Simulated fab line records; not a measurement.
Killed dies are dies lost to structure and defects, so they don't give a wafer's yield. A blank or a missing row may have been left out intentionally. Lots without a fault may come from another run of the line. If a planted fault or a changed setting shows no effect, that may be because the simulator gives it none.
fab line records	flow sky130
[record] lots = 7	wafers = 21	last-day = 50
route steps=708 shown VIA3@593 METAL4@598 CAP2M@603
lots with no fault: from the same line, run without faults
start-h: start of the lot's first displayed wafer, in hours after the record's first day	wait-h: hours elapsed since this lot's preceding step	" the same as in the row above	L1.1+2: a single row standing in for several wafers	- no value, or no start given	* or withheld: withheld	< > ~ a bound
route shown NAME@n: NAME is a module with steps in the file, n the number in the route of the first one	usual: mean/standard deviation taken from wafers without a fault	same: alike in all rows	chamber/n: place in a boat	sites: the reading at each site	_std_site: their standard deviation	_edge_site: the outer-site mean with the inner-site mean subtracted	radius-mm: for every site, how far away it sits from the centre of the wafer	mask NAME#n: copy n	behind: the last tool/chamber to shape the wafer	hold: cause of the lot's hold/its duration in hours/its outcome	device: which transistor (n, p or np) failed to switch	end of line: at the end of the route, the tests of the same wafers	a step with no rows: only its recipe	killed: dies lost to structure and defects at the first sort, not the wafer's yield	map: a wafer's dies, x killed, . not, _ none there
set.NAME: the run value of the setting; set.NAME@STEP: its run value at that earlier step	model.NAME: the simulator's own value behind a step, which no gauge read
lots seen at some steps along the route; tables by step, rows by wafer
services: when a tool's chamber went out of use (start-h, in hours from the record's first day, below 0 if earlier), for how many hours, and the reason
[[steps]]
[step SKY_VIA3_SPUTTER_20]
[recipe] material = TiN	target-thk-nm = 20	chamber-pressure-pa = 5	power-w = 4000	time-s = 80
[usual] cathode-dc-power-W = 4000.0/0.68	chamber-pressure-pa = 5.000/0.0089	throttle-valve-pct = 30.0/0.97
lot.wafer	tool	chamber	start-h	wait-h	cathode-dc-power-W	chamber-pressure-pa	throttle-valve-pct
L976.2	pvd-sputter-01	-	968.92	0.0	4001.3	4.998	29.2
L976.4	"	-	"	"	3999.9	5.003	28.1
L976.6	"	-	"	"	4000.1	5.002	28.8
L984.2	pvd-sputter-03	-	1004.97	0.0	4000.1	5.014	30.3
L984.4	"	-	"	"	3999.2	4.960	30.5
L984.6	"	-	"	"	3999.9	4.996	30.5
L985.2	pvd-sputter-03	-	1014.34	0.0	4000.1	5.004	30.7
L985.4	"	-	"	"	4000.0	5.002	31.1
L985.5	"	-	"	"	3999.5	4.988	30.8
L986.2	pvd-sputter-01	-	1024.31	0.0	4000.6	5.018	28.5
L986.3	"	-	"	"	4001.0	5.004	28.9
L986.5	"	-	"	"	4000.2	5.010	28.8
L989.1	pvd-sputter-03	-	1057.51	0.0	4000.9	4.983	30.4
L989.2	"	-	"	"	4001.5	4.992	30.6
L989.4	"	-	"	"	3998.7	5.014	30.9
L991.2	pvd-sputter-01	-	1059.12	0.0	3999.7	4.993	28.5
L991.3	"	-	"	"	4000.3	5.004	28.1
L991.6	"	-	"	"	3998.7	4.994	27.8
L995.3	pvd-sputter-03	-	1078.27	0.0	4000.0	4.983	30.2
L995.4	"	-	"	"	4000.3	4.993	30.7
L995.5	"	-	"	"	3998.8	5.001	30.5
[step SKY_VIA3_CVD_21]
[recipe] material = W	target-thk-nm = 390	time-s = 117.31	temp-c = 400	pressure-torr = 40
[usual] heater-power-outer-w = 563/53	heater-power-w = 854/97
lot.wafer	tool	chamber	start-h	wait-h	heater-power-outer-w	heater-power-w
L976.2	cvd-w-02	0	968.98	0.0	656	1042
L976.4	"	1	"	"	539	841
L976.6	"	1	"	"	536	837
L984.2	cvd-w-01	0	1005.03	0.0	507	780
L984.4	"	1	"	"	570	773
L984.6	"	0	"	"	514	792
L985.2	cvd-w-02	1	1014.40	0.0	536	830
L985.4	"	0	"	"	662	1046
L985.5	"	1	"	"	530	851
L986.2	cvd-w-01	1	1024.37	0.0	549	814
L986.3	"	0	"	"	513	775
L986.5	"	1	"	"	547	818
L989.1	cvd-w-01	0	1057.57	0.0	511	791
L989.2	"	1	"	"	576	813
L989.4	"	0	"	"	516	781
L991.2	cvd-w-02	0	1059.18	0.0	669	1035
L991.3	"	1	"	"	540	844
L991.6	"	0	"	"	656	1051
L995.3	cvd-w-01	1	1078.37	0.1	560	813
L995.4	"	0	"	"	508	791
L995.5	"	0	"	"	502	768
[step SKY_VIA3_RS_MEAS_22]
[recipe] thk-meas-gauge = four-point-probe	reads = W_of_VIA3_CVD_21+TiN_of_VIA3_SPUTTER_20
[usual] VIA3_W_RS = 0.296/0.0037
lot.wafer	tool	chamber	start-h	wait-h	VIA3_W_RS[ohm/sq]
L976.2	film-metro-02	-	969.13	0.1	0.291
L976.4	"	-	"	"	0.292
L976.6	"	-	"	"	0.293
L984.2	film-metro-03	-	1005.17	0.1	0.296
L984.4	"	-	"	"	0.297
L984.6	"	-	"	"	0.300
L985.2	film-metro-02	-	1014.54	0.1	0.292
L985.4	"	-	"	"	0.292
L985.5	"	-	"	"	0.294
L986.2	film-metro-03	-	1024.51	0.1	0.292
L986.3	"	-	"	"	0.296
L986.5	"	-	"	"	0.292
L989.1	film-metro-01	-	1057.69	0.1	0.297
L989.2	"	-	"	"	0.299
L989.4	"	-	"	"	0.296
L991.2	film-metro-03	-	1059.32	0.1	0.296
L991.3	"	-	"	"	0.300
L991.6	"	-	"	"	0.296
L995.3	film-metro-03	-	1078.49	0.1	0.292
L995.4	"	-	"	"	0.298
L995.5	"	-	"	"	0.297
[step SKY_VIA3_THK_MEAS_23]
[recipe] thk-meas-gauge = xrf	reads = W_of_VIA3_CVD_21
[usual] VIA3_W_THK = 389/5.1
lot.wafer	tool	chamber	start-h	wait-h	VIA3_W_THK[nm]
L976.2	film-metro-02	-	969.24	0.1	394
L976.4	"	-	"	"	392
L976.6	"	-	"	"	389
L984.2	film-metro-03	-	1005.28	0.1	385
L984.4	"	-	"	"	387
L984.6	"	-	"	"	382
L985.2	film-metro-02	-	1014.65	0.1	394
L985.4	"	-	"	"	395
L985.5	"	-	"	"	390
L986.2	film-metro-03	-	1024.62	0.1	396
L986.3	"	-	"	"	388
L986.5	"	-	"	"	394
L989.1	film-metro-01	-	1057.81	0.1	388
L989.2	"	-	"	"	386
L989.4	"	-	"	"	391
L991.2	film-metro-03	-	1059.43	0.1	385
L991.3	"	-	"	"	383
L991.6	"	-	"	"	386
L995.3	film-metro-03	-	1078.59	0.1	391
L995.4	"	-	"	"	383
L995.5	"	-	"	"	386
[step SKY_VIA3_CMP_24]
[recipe] stop-on = SiO2	t-overpolish-s = 20	down-force-psi = 3.5	platen-rpm = 60	target-thk-nm = 0	pad-velocity-m-s = 0.94248
[step SKY_METAL4_SPUTTER_00]
[recipe] material = Ti	target-thk-nm = 15	power-w = 3000	time-s = 10	chamber-pressure-pa = 0.4
[usual] cathode-dc-power-W = 3000.0/0.57	chamber-pressure-pa = 0.4001/0.00074	throttle-valve-pct = 30.1/1.1
lot.wafer	tool	chamber	start-h	wait-h	cathode-dc-power-W	chamber-pressure-pa	throttle-valve-pct
L976.2	pvd-sputter-04	-	969.59	0.2	3000.6	0.3999	30.4
L976.4	"	-	"	"	2999.9	0.4012	30.4
L976.6	"	-	"	"	3000.6	0.4002	31.1
L984.2	pvd-sputter-04	-	1005.63	0.1	2999.8	0.4006	31.2
L984.4	"	-	"	"	2999.7	0.3997	30.7
L984.6	"	-	"	"	2998.8	0.3988	29.9
L985.2	pvd-sputter-03	-	1015.00	0.2	2998.9	0.4004	30.5
L985.4	"	-	"	"	3000.5	0.3988	30.4
L985.5	"	-	"	"	3000.0	0.4008	30.9
L986.2	pvd-sputter-03	-	1024.97	0.1	2999.2	0.4011	30.4
L986.3	"	-	"	"	2999.9	0.4005	30.9
L986.5	"	-	"	"	2999.7	0.3999	30.4
L989.1	pvd-sputter-04	-	1058.17	0.2	3000.2	0.3994	31.1
L989.2	"	-	"	"	3000.7	0.3990	31.3
L989.4	"	-	"	"	2999.2	0.4008	30.3
L991.2	pvd-sputter-04	-	1059.78	0.1	3000.6	0.4012	31.6
L991.3	"	-	"	"	2999.4	0.3999	31.2
L991.6	"	-	"	"	2999.6	0.4003	30.5
L995.3	pvd-sputter-01	-	1078.93	0.2	2999.4	0.3989	29.4
L995.4	"	-	"	"	3000.3	0.4005	28.4
L995.5	"	-	"	"	2999.5	0.4007	28.6
[step SKY_METAL4_SPUTTER_01]
[recipe] material = TiN	target-thk-nm = 20	power-w = 6500	time-s = 16.7	chamber-pressure-pa = 0.4
[step SKY_METAL4_SPUTTER_02]
[recipe] material = AlCu	target-thk-nm = 735	power-w = 10600	time-s = 39.1	chamber-pressure-pa = 0.4
[usual] cathode-dc-power-W = 10600/2	chamber-pressure-pa = 0.4000/0.00082	throttle-valve-pct = 30.1/1.1
lot.wafer	tool	chamber	start-h	wait-h	cathode-dc-power-W	chamber-pressure-pa	throttle-valve-pct
L976.2	pvd-sputter-04	-	969.63	0.0	10600	0.4003	30.4
L976.4	"	-	"	"	10600	0.3984	30.4
L976.6	"	-	"	"	10599	0.4010	31.3
L984.2	pvd-sputter-04	-	1005.68	0.0	10596	0.3997	31.2
L984.4	"	-	"	"	10600	0.4005	30.4
L984.6	"	-	"	"	10600	0.4017	30.4
L985.2	pvd-sputter-03	-	1015.05	0.0	10601	0.3996	30.6
L985.4	"	-	"	"	10604	0.3998	30.6
L985.5	"	-	"	"	10600	0.3998	31.0
L986.2	pvd-sputter-03	-	1025.02	0.0	10601	0.4001	30.4
L986.3	"	-	"	"	10603	0.3988	30.5
L986.5	"	-	"	"	10603	0.3998	30.6
L989.1	pvd-sputter-04	-	1058.22	0.0	10596	0.4000	31.1
L989.2	"	-	"	"	10602	0.4014	31.5
L989.4	"	-	"	"	10601	0.4003	30.4
L991.2	pvd-sputter-04	-	1059.83	0.0	10599	0.4007	31.5
L991.3	"	-	"	"	10603	0.4005	31.1
L991.6	"	-	"	"	10603	0.3990	30.1
L995.3	pvd-sputter-01	-	1078.98	0.0	10601	0.3998	29.2
L995.4	"	-	"	"	10599	0.3994	28.6
L995.5	"	-	"	"	10601	0.3999	28.6
[step SKY_METAL4_SPUTTER_03]
[recipe] material = Ti	target-thk-nm = 5	power-w = 2920	time-s = 3.3	chamber-pressure-pa = 0.4
[step SKY_METAL4_SPUTTER_04]
[recipe] material = TiN	target-thk-nm = 70	power-w = 6500	time-s = 58.3	chamber-pressure-pa = 0.4
[usual] cathode-dc-power-W = 6500.1/1.2	chamber-pressure-pa = 0.3999/0.00092	throttle-valve-pct = 30.1/1.1
lot.wafer	tool	chamber	start-h	wait-h	cathode-dc-power-W	chamber-pressure-pa	throttle-valve-pct
L976.2	pvd-sputter-04	-	969.69	0.0	6500.2	0.4001	30.3
L976.4	"	-	"	"	6500.9	0.4008	30.4
L976.6	"	-	"	"	6503.4	0.4001	30.9
L984.2	pvd-sputter-04	-	1005.73	0.0	6500.1	0.4000	31.0
L984.4	"	-	"	"	6498.5	0.4005	30.5
L984.6	"	-	"	"	6501.4	0.4004	30.1
L985.2	pvd-sputter-03	-	1015.11	0.0	6501.4	0.3986	30.6
L985.4	"	-	"	"	6499.3	0.3991	30.5
L985.5	"	-	"	"	6500.7	0.3991	31.0
L986.2	pvd-sputter-03	-	1025.07	0.0	6501.2	0.3998	30.7
L986.3	"	-	"	"	6500.0	0.4009	30.7
L986.5	"	-	"	"	6501.4	0.4016	30.2
L989.1	pvd-sputter-04	-	1058.27	0.0	6498.5	0.3987	31.0
L989.2	"	-	"	"	6500.3	0.3996	31.6
L989.4	"	-	"	"	6499.4	0.3999	30.4
L991.2	pvd-sputter-04	-	1059.89	0.0	6499.7	0.3996	31.7
L991.3	"	-	"	"	6498.1	0.3993	31.1
L991.6	"	-	"	"	6499.3	0.4006	30.6
L995.3	pvd-sputter-01	-	1079.04	0.0	6500.3	0.3994	29.1
L995.4	"	-	"	"	6499.8	0.3982	28.6
L995.5	"	-	"	"	6500.8	0.3979	28.5
[step SKY_CAP2M_CVD_00]
[recipe] material = SiO2	target-thk-nm = 15.5	temp-c = 400	time-s = withheld	rf-w = 450
[step SKY_CAP2M_THK_MEAS_01]
[recipe] reads = SiO2_of_CAP2M_CVD_00
[usual] CAP2M_CVD_00_THK = 15.57/0.22
lot.wafer	tool	chamber	start-h	wait-h	CAP2M_CVD_00_THK[nm]
L976.2	film-metro-04	-	969.77	-	15.39
L976.4	"	-	"	"	15.55
L976.6	"	-	"	"	15.70
L984.2	film-metro-04	-	1005.82	-	15.73
L984.4	"	-	"	"	15.82
L984.6	"	-	"	"	16.20
L985.2	film-metro-03	-	1015.19	-	15.50
L985.4	"	-	"	"	15.97
L985.5	"	-	"	"	15.64
L986.2	film-metro-02	-	1025.17	-	15.47
L986.3	"	-	"	"	15.77
L986.5	"	-	"	"	15.80
L989.1	film-metro-04	-	1058.35	-	15.20
L989.2	"	-	"	"	15.40
L989.4	"	-	"	"	15.86
L991.2	film-metro-02	-	1059.98	-	15.52
L991.3	"	-	"	"	15.60
L991.6	"	-	"	"	15.48
L995.3	film-metro-03	-	1079.13	-	15.42
L995.4	"	-	"	"	15.51
L995.5	"	-	"	"	15.95
[step SKY_CAP2M_SPUTTER_02]
[recipe] material = TiN	target-thk-nm = 200	temp-c = 300	power-w = 6500	time-s = 166.7	chamber-pressure-pa = 0.4
[usual] cathode-dc-power-W = 6500.0/1.2	chamber-pressure-pa = 0.4001/0.0008	substrate-temp-c = 300.01/0.2	throttle-valve-pct = 30.5/0.58
lot.wafer	tool	chamber	start-h	wait-h	cathode-dc-power-W	chamber-pressure-pa	substrate-temp-c	throttle-valve-pct
L976.2	pvd-sputter-02	-	969.82	0.0	6499.4	0.3995	300.12	29.0
L976.4	"	-	"	"	6502.1	0.4012	300.22	30.4
L976.6	"	-	"	"	6501.6	0.3991	299.97	31.3
L984.2	pvd-sputter-03	-	1005.87	0.0	-	-	-	-
L984.4	"	-	"	"	-	-	-	-
L984.6	"	-	"	"	-	-	-	-
L985.2	pvd-sputter-03	-	1015.24	0.0	-	-	-	-
L985.4	"	-	"	"	-	-	-	-
L985.5	"	-	"	"	-	-	-	-
L986.2	pvd-sputter-02	-	1025.22	0.0	-	-	-	-
L986.3	"	-	"	"	-	-	-	-
L986.5	"	-	"	"	-	-	-	-
L989.1	pvd-sputter-02	-	1058.41	0.1	6501.2	0.4007	300.10	31.2
L989.2	"	-	"	"	6501.3	0.3979	300.15	30.7
L989.4	"	-	"	"	6498.3	0.4007	299.81	30.9
L991.2	pvd-sputter-02	-	1060.03	0.0	6499.5	0.3996	300.01	30.9
L991.3	"	-	"	"	6498.8	0.4010	300.05	30.7
L991.6	"	-	"	"	6498.3	0.3992	300.08	31.0
L995.3	pvd-sputter-03	-	1079.17	0.0	6500.2	0.3993	300.04	30.4
L995.4	"	-	"	"	6499.4	0.3981	299.85	30.4
L995.5	"	-	"	"	6500.4	0.3994	299.65	30.9
[step SKY_CAP2M_RS_MEAS_03]
[recipe] thk-meas-gauge = four-point-probe	reads = TiN_of_CAP2M_SPUTTER_02
[usual] CAP2M_TIN_RS = 6.93/0.066
lot.wafer	tool	chamber	start-h	wait-h	hold	CAP2M_TIN_RS[ohm/sq]
L976.2	film-metro-02	-	969.95	0.1	-	6.92
L976.4	"	-	"	"	-	6.88
L976.6	"	-	"	"	-	6.95
L984.2	film-metro-02	-	1005.99	0.1	await-dispo/0.2h/release	-
L984.4	"	-	"	"	await-dispo/0.2h/release	-
L984.6	"	-	"	"	await-dispo/0.2h/release	-
L984.2	film-metro-02	-	1006.28	0.3	-	-
L984.4	"	-	"	"	-	-
L984.6	"	-	"	"	-	-
L985.2	film-metro-04	-	1015.37	0.1	await-dispo/0.2h/release	-
L985.4	"	-	"	"	await-dispo/0.2h/release	-
L985.5	"	-	"	"	await-dispo/0.2h/release	-
L985.2	film-metro-04	-	1015.68	0.3	-	-
L985.4	"	-	"	"	-	-
L985.5	"	-	"	"	-	-
L986.2	film-metro-04	-	1025.35	0.1	await-dispo/0.2h/release	-
L986.3	"	-	"	"	await-dispo/0.2h/release	-
L986.5	"	-	"	"	await-dispo/0.2h/release	-
L986.2	film-metro-04	-	1025.63	0.3	-	-
L986.3	"	-	"	"	-	-
L986.5	"	-	"	"	-	-
L989.1	film-metro-02	-	1058.51	0.1	-	6.96
L989.2	"	-	"	"	-	6.91
L989.4	"	-	"	"	-	6.98
L991.2	film-metro-03	-	1060.16	0.1	-	6.99
L991.3	"	-	"	"	-	6.96
L991.6	"	-	"	"	-	7.03
L995.3	film-metro-02	-	1079.32	0.1	-	7.01
L995.4	"	-	"	"	-	6.97
L995.5	"	-	"	"	-	6.99
[[services]]
tool	chamber	start-h	hours	kind
pvd-sputter-03	3	948.84	-	consumable-replace:kit
pvd-sputter-03	3	948.84	18.0	scheduled-down
pvd-sputter-03	3	948.84	18.0	vent-cycle
cvd-w-01	1	955.20	11.1	repair
cvd-w-02	-	955.28	2.8	pm
pvd-sputter-01	0	958.13	-	consumable-replace:kit
pvd-sputter-01	0	958.13	18.0	scheduled-down
pvd-sputter-01	0	958.13	18.0	vent-cycle
pvd-sputter-03	-	964.07	7.3	repair
pvd-sputter-04	1	965.16	-	consumable-replace:kit
pvd-sputter-04	1	965.16	18.0	scheduled-down
pvd-sputter-04	1	965.16	18.0	vent-cycle
pvd-sputter-02	-	983.16	3.7	repair
pvd-sputter-01	-	1013.82	4.4	repair
pvd-sputter-04	-	1014.18	4.9	repair
pvd-sputter-04	-	1030.42	1.5	repair
cvd-w-01	1	1038.69	3.8	repair
pvd-sputter-02	1	1049.65	-	consumable-replace:kit
pvd-sputter-02	1	1049.65	18.0	scheduled-down
pvd-sputter-02	1	1049.65	18.0	vent-cycle
pvd-sputter-03	2	1071.70	-	consumable-replace:kit
pvd-sputter-03	2	1071.70	18.0	scheduled-down
pvd-sputter-03	2	1071.70	18.0	vent-cycle
[[key]]
[first-sign] step = SKY_CAP2M_SPUTTER_02	reading = tool-record	direction = missing
[effect] step = SKY_CAP2M_RS_MEAS_03	reading = visit	direction = added
met-at SKY_CAP2M_SPUTTER_02
struck-wafers L984.2,L984.4,L984.6,L985.2,L985.4,L985.5,L986.2,L986.3,L986.5
scrapped-behind SKY_CAP2M_RS_MEAS_03 L984.2,L984.4,L984.6,L985.2,L985.4,L985.5,L986.2,L986.3,L986.5
onset-between 969.82 1005.87
[fault] kind = skipped-step-whole	tool = pvd-sputter-02,pvd-sputter-03	chamber = -	onset-h = 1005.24	steps = SKY_CAP2M_SPUTTER_02	scope = struck-lots-only
